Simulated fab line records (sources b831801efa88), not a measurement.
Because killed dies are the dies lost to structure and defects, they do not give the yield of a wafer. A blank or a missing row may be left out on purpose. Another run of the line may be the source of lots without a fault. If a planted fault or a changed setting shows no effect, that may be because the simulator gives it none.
One fault through the eyes of 2 desks :: flow gf180mcu :: each desk holds nothing but its own numbers, with what lay behind them at the end

TOOL OWNER'S DESK, pvd-sputter-04
The tool's own readings at GF_MIM_SPUTTER_02 (material AlCu, target thk 450 nm, time 23.9 s): means of the sampled wafers that have a number, for each lot that ran on this tool. If a lot's mean is further than 4 standard deviations from the usual mean, the lot is out of limits and carries the mark OUT (the distance appears in the brackets).
Columns: A = throttle-valve-pct at GF_MIM_SPUTTER_02, usual 30.1 %
lot: L976
first seen here: day 25 01:26
A: 30.2

lot: L978
first seen here: day 25 18:05
A: 30.4

lot: L983
first seen here: day 27 11:00
A: 30.2

lot: L990
first seen here: day 29 06:10
A: 30.1
Result from this desk: across the 4 lots, nothing is out of limits.

METROLOGY DESK
Means of the sampled wafers that have a number, per lot and without regard to the tool the lot ran on: this is what the gauges read. If a lot's mean is further than 4 standard deviations from the usual mean, the lot is out of limits and carries the mark OUT (the distance appears in the brackets).
Columns: A = PASSIVATION_CVD_00_THK at GF_PASSIVATION_THK_MEAS_01, usual 1002 nm
lot: L975
first seen here: day 28 02:26
A: 1001

lot: L976
first seen here: day 28 16:13
A: 1004

lot: L977
first seen here: day 29 05:41
A: 997

lot: L978
first seen here: day 29 07:37
A: 995

lot: L979
first seen here: day 29 22:44
A: 999

lot: L980
first seen here: day 30 00:04
A: 1002

lot: L981
first seen here: day 30 05:36
A: 1000

lot: L982
first seen here: day 30 16:12
A: 999

lot: L983
first seen here: day 30 20:22
A: 1011

lot: L990
first seen here: day 32 10:05
A: 989

lot: L991
first seen here: day 32 17:44
A: 1017

lot: L996
first seen here: day 33 19:56
A: 1001

lot: L998
first seen here: day 34 08:18
A: 994
Result from this desk: across the 13 lots, nothing is out of limits.

PUT TOGETHER
Nothing out of limits was seen by the tool owner's desk.
Metrology desk: nothing out of limits seen.

WHAT THE SIMULATOR HAD INSERTED
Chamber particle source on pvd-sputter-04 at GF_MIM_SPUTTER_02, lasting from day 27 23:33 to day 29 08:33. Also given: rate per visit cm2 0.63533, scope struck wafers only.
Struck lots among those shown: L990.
